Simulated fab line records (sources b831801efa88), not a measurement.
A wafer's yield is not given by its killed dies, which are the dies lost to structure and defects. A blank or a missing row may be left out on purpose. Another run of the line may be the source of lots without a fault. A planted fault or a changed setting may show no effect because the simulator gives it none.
Which tool did it? + flow gf180mcu + 30 wafers from 10 lots sampled at 7 of the route's 602 steps

WHAT EACH GAUGE READ, for each wafer
GF_PSD_TW_MEAS_11. Usual: PSD_TW 3210, standard deviation 21.
| lot  | measured     | on            | PSD_TW         | flag |
|------|--------------|---------------|----------------|------|
| L964 | day 15 13:20 | film_metro-01 | 3218 3214 3212 |      |
| L965 | day 15 22:49 | film_metro-03 | 3207 3221 3220 |      |
| L969 | day 17 01:11 | film_metro-03 | 3222 3218 3211 |      |
| L973 | day 18 13:45 | film_metro-03 | 3067 3089 3077 | OFF  |
| L974 | day 18 20:13 | film_metro-04 | 3076 3079 3062 | OFF  |
| L978 | day 20 05:41 | film_metro-04 | 3176 3179 3168 |      |
| L980 | day 21 07:56 | film_metro-03 | 3253 3263 3261 |      |
| L981 | day 21 08:14 | film_metro-01 | 3212 3214 3208 |      |
| L982 | day 21 13:29 | film_metro-03 | 3252 3259 3248 |      |
| L984 | day 22 08:40 | film_metro-03 | 3219 3222 3209 |      |

GF_PSD_RS_MEAS_15: the measuring method here is four-point-probe. Usual: PSD_RS 107.69 ohm/sq, standard deviation 0.28.
| lot  | measured     | on            | PSD_RS (ohm/sq)      | flag |
|------|--------------|---------------|----------------------|------|
| L964 | day 15 13:40 | film_metro-01 | 107.42 107.62 107.47 |      |
| L965 | day 15 23:08 | film_metro-03 | 107.99 108.03 108.28 |      |
| L969 | day 17 01:32 | film_metro-01 | 108.10 107.92 107.83 |      |
| L973 | day 18 14:06 | film_metro-03 | 117.65 117.75 117.42 | OFF  |
| L974 | day 18 20:32 | film_metro-04 | 117.59 117.88 117.39 | OFF  |
| L978 | day 20 06:05 | film_metro-03 | 108.10 107.92 107.66 |      |
| L980 | day 21 08:16 | film_metro-03 | 107.30 107.56 107.79 |      |
| L981 | day 21 08:34 | film_metro-01 | 107.66 107.86 107.88 |      |
| L982 | day 21 13:49 | film_metro-04 | 107.63 107.83 107.41 |      |
| L984 | day 22 08:59 | film_metro-01 | 107.63 107.82 107.81 |      |

GF_SAB_CD_MEAS_09: target cd 420 nm. Usual: 420.2 nm for cd_nm, sd 2.4.
| lot  | measured     | on        | cd_nm (nm)        | flag |
|------|--------------|-----------|-------------------|------|
| L964 | day 16 11:53 | cd_sem-01 | 420.6 418.1 422.3 |      |
| L965 | day 16 21:47 | cd_sem-02 | 418.1 417.4 417.0 |      |
| L969 | day 18 00:55 | cd_sem-01 | 422.6 420.3 423.7 |      |
| L973 | day 19 14:05 | cd_sem-02 | 423.9 424.2 425.4 |      |
| L974 | day 19 20:55 | cd_sem-01 | 419.9 420.4 422.1 |      |
| L978 | day 21 06:22 | cd_sem-02 | 420.3 416.4 419.5 |      |
| L980 | day 22 07:24 | cd_sem-02 | 423.8 424.7 423.9 |      |
| L981 | day 22 07:50 | cd_sem-01 | 420.4 421.9 421.8 |      |
| L982 | day 22 12:54 | cd_sem-02 | 420.4 418.0 419.1 |      |
| L984 | day 23 08:32 | cd_sem-02 | 422.2 421.9 420.5 |      |

WHAT TOOL EACH LOT RAN ON (gives the tool, then ch and the chambers of the sampled wafers, and finally the start)
| lot  | GF_HV_LDD_STRIP_37                   | GF_HV_LDD_STRIP_49                   | GF_PSD_IMPLANT_09               | GF_PSD_STRIP_10                      |
|------|--------------------------------------|--------------------------------------|---------------------------------|--------------------------------------|
| L964 | plasma_asher-01 ch 0,1, day 12 20:10 | plasma_asher-02 ch 0,1, day 13 16:23 | implanter-04 ch 0, day 15 13:06 | plasma_asher-03 ch 0,1, day 15 13:13 |
| L965 | plasma_asher-02 ch 0,1, day 13 03:46 | plasma_asher-01 ch 0,1, day 13 23:46 | implanter-02 ch 0, day 15 22:34 | plasma_asher-04 ch 0,1, day 15 22:43 |
| L969 | plasma_asher-02 ch 0,1, day 14 04:13 | plasma_asher-03 ch 0,1, day 15 01:30 | implanter-02 ch 0, day 17 00:58 | plasma_asher-03 ch 0,1, day 17 01:06 |
| L973 | plasma_asher-01 ch 0,1, day 15 13:25 | plasma_asher-03 ch 0,1, day 16 12:10 | implanter-02 ch 0, day 18 13:33 | plasma_asher-03 ch 0,1, day 18 13:40 |
| L974 | plasma_asher-01 ch 0,1, day 15 18:48 | plasma_asher-03 ch 0,1, day 16 16:54 | implanter-02 ch 0, day 18 19:59 | plasma_asher-02 ch 0,1, day 18 20:07 |
| L978 | plasma_asher-02 ch 0,1, day 17 00:31 | plasma_asher-02 ch 0,1, day 18 00:04 | implanter-04 ch 0, day 20 05:28 | plasma_asher-04 ch 0,1, day 20 05:37 |
| L980 | plasma_asher-01 ch 0,1, day 17 21:41 | plasma_asher-02 ch 0,1, day 18 22:11 | implanter-04 ch 0, day 21 07:42 | plasma_asher-03 ch 0,1, day 21 07:49 |
| L981 | plasma_asher-02 ch 0,1, day 18 03:44 | plasma_asher-01 ch 0,1, day 19 04:04 | implanter-02 ch 0, day 21 08:00 | plasma_asher-04 ch 0,1, day 21 08:07 |
| L982 | plasma_asher-02 ch 0,1, day 18 10:13 | plasma_asher-03 ch 0,1, day 19 09:55 | implanter-02 ch 0, day 21 13:16 | plasma_asher-02 ch 1, day 21 13:23   |
| L984 | plasma_asher-03 ch 0,1, day 19 02:37 | plasma_asher-02 ch 0,1, day 20 05:16 | implanter-03 ch 0, day 22 08:25 | plasma_asher-04 ch 0,1, day 22 08:34 |
- GF_HV_LDD_STRIP_37: strips in O2/N2.
- GF_HV_LDD_STRIP_49: strips in O2/N2.
- GF_PSD_IMPLANT_09
- GF_PSD_STRIP_10: strips in O2/N2.

WHAT THE TOOLS THEMSELVES READ (means of the sampled wafers that have a number; where no wafer has one, the mark that the record gives instead)
GF_HV_LDD_STRIP_37. Usual: drypump_motor_current_A 5.7 A, standard deviation 0.52; heater_power_w 336 W, standard deviation 25; n2_flow_sccm 300.0 sccm, standard deviation 0.89; oes_product_au 0.716 a.u., standard deviation 0.0042; strip_time_to_endpoint_s 12.65 s, standard deviation 0.038.
| lot  | tool            | drypump_motor_current_A (A) | heater_power_w (W) | n2_flow_sccm (sccm) | oes_product_au (a.u.) | strip_time_to_endpoint_s (s) | flag |
|------|-----------------|-----------------------------|--------------------|---------------------|-----------------------|------------------------------|------|
| L964 | plasma_asher-01 | 5.6                         | 361                | 300.7               | 0.713                 | 12.63                        |      |
| L965 | plasma_asher-02 | 6.0                         | 324                | 301.4               | 0.717                 | 12.63                        |      |
| L969 | plasma_asher-02 | 6.2                         | 328                | 299.2               | 0.715                 | 12.64                        |      |
| L973 | plasma_asher-01 | 5.6                         | 359                | 300.4               | 0.715                 | 12.59                        |      |
| L974 | plasma_asher-01 | 5.6                         | 361                | 301.2               | 0.716                 | 12.68                        |      |
| L978 | plasma_asher-02 | 6.2                         | 324                | 300.1               | 0.718                 | 12.57                        |      |
| L980 | plasma_asher-01 | 5.2                         | 358                | 299.7               | 0.715                 | 12.62                        |      |
| L981 | plasma_asher-02 | 6.2                         | 326                | 299.7               | 0.712                 | 12.65                        |      |
| L982 | plasma_asher-02 | 6.1                         | 324                | 300.5               | 0.717                 | 12.65                        |      |
| L984 | plasma_asher-03 | 5.3                         | 329                | 299.1               | 0.713                 | 12.64                        |      |

GF_HV_LDD_STRIP_49. Usual: drypump_motor_current_A 5.8 A, standard deviation 0.51; heater_power_w 331 W, standard deviation 24; n2_flow_sccm 310.7 sccm, standard deviation 0.93; oes_product_au 0.716 a.u., standard deviation 0.0045; strip_time_to_endpoint_s 12.65 s, standard deviation 0.035.
| lot  | tool            | drypump_motor_current_A (A) | heater_power_w (W) | n2_flow_sccm (sccm) | oes_product_au (a.u.) | strip_time_to_endpoint_s (s) | flag |
|------|-----------------|-----------------------------|--------------------|---------------------|-----------------------|------------------------------|------|
| L964 | plasma_asher-02 | 6.2                         | 323                | 310.5               | 0.719                 | 12.69                        |      |
| L965 | plasma_asher-01 | 5.6                         | 368                | 311.1               | 0.723                 | 12.64                        |      |
| L969 | plasma_asher-03 | 5.6                         | 310                | 310.5               | 0.718                 | 12.65                        |      |
| L973 | plasma_asher-03 | 5.5                         | 306                | 310.7               | 0.717                 | 12.61                        |      |
| L974 | plasma_asher-03 | 5.3                         | 329                | 310.5               | 0.718                 | 12.68                        |      |
| L978 | plasma_asher-02 | 6.2                         | 317                | 311.4               | 0.719                 | 12.63                        |      |
| L980 | plasma_asher-02 | 6.1                         | 323                | 311.9               | 0.714                 | 12.63                        |      |
| L981 | plasma_asher-01 | 5.3                         | 350                | 310.4               | 0.718                 | 12.68                        |      |
| L982 | plasma_asher-03 | 5.6                         | 313                | 311.7               | 0.715                 | 12.64                        |      |
| L984 | plasma_asher-02 | 6.2                         | 326                | 311.4               | 0.716                 | 12.60                        |      |

GF_PSD_IMPLANT_09. Usual: beam_on_s 10.00 s, standard deviation 0.22; faraday_current_uA 8250, standard deviation 180.
| lot  | tool         | beam_on_s (s) | faraday_current_uA | flag |
|------|--------------|---------------|--------------------|------|
| L964 | implanter-04 | 9.73          | 8454               |      |
| L965 | implanter-02 | 10.19         | 8079               |      |
| L969 | implanter-02 | 10.02         | 8218               |      |
| L973 | implanter-02 | 8.13          | 10128              | OFF  |
| L974 | implanter-02 | 8.20          | 10083              | OFF  |
| L978 | implanter-04 | 9.89          | 8321               |      |
| L980 | implanter-04 | 10.05         | 8233               |      |
| L981 | implanter-02 | 10.03         | 8219               |      |
| L982 | implanter-02 | 10.04         | 8223               |      |
| L984 | implanter-03 | 10.11         | 8171               |      |

GF_PSD_STRIP_10. Usual: drypump_motor_current_A 5.5 A, standard deviation 0.55; heater_power_w 330 W, standard deviation 37; n2_flow_sccm 300.0 sccm, standard deviation 0.9; oes_product_au 0.590 a.u., standard deviation 0.0045; strip_time_to_endpoint_s 16.63 s, standard deviation 0.04.
| lot  | tool            | drypump_motor_current_A (A) | heater_power_w (W) | n2_flow_sccm (sccm) | oes_product_au (a.u.) | strip_time_to_endpoint_s (s) | flag |
|------|-----------------|-----------------------------|--------------------|---------------------|-----------------------|------------------------------|------|
| L964 | plasma_asher-03 | 5.5                         | 312                | 299.9               | 0.590                 | 16.58                        |      |
| L965 | plasma_asher-04 | 5.0                         | 345                | 300.3               | 0.595                 | 16.61                        |      |
| L969 | plasma_asher-03 | 5.5                         | 306                | 300.4               | 0.588                 | 16.57                        |      |
| L973 | plasma_asher-03 | 5.5                         | 308                | 300.6               | 0.600                 | 16.04                        | OFF  |
| L974 | plasma_asher-02 | 6.0                         | 321                | 300.4               | 0.603                 | 16.05                        | OFF  |
| L978 | plasma_asher-04 | 5.3                         | 381                | 300.2               | 0.591                 | 16.61                        |      |
| L980 | plasma_asher-03 | 5.3                         | 326                | 299.0               | 0.587                 | 16.66                        |      |
| L981 | plasma_asher-04 | 5.0                         | 345                | 299.4               | 0.591                 | 16.60                        |      |
| L982 | plasma_asher-02 | 5.9                         | 328                | 299.9               | 0.588                 | 16.61                        |      |
| L984 | plasma_asher-04 | 5.3                         | 386                | 301.0               | 0.592                 | 16.63                        |      |

THE ANSWER, worked out from the rows above alone
Rule: a lot counts as off when the mean over its wafers that have a number is more than 3 standard deviations away from the usual mean. Also off: a lot with no number at a reading for which 4 or more lots have one. The other lots that the step has rows for count as sound. After the gauges, taken in route order, come the tools' own readings; for these a lot's mean is taken, as printed above. The first step at which some lot is off is used, and at that step the reading that is off furthest; a lot without a number counts as furthest.
Off: L973, L974, seen at GF_PSD_TW_MEAS_11 (PSD_TW).
A tool fits if, at a process step before that reading, it ran every lot that is off, and no sound lot after the first of them. Not tried: the gauges at GF_PSD_TW_MEAS_11; whatever is off there is also off at GF_PSD_IMPLANT_09, on other tools, and gauge error can't account for it. Not one of the candidates tried fits.

WHAT THE SIMULATOR HAD INSERTED
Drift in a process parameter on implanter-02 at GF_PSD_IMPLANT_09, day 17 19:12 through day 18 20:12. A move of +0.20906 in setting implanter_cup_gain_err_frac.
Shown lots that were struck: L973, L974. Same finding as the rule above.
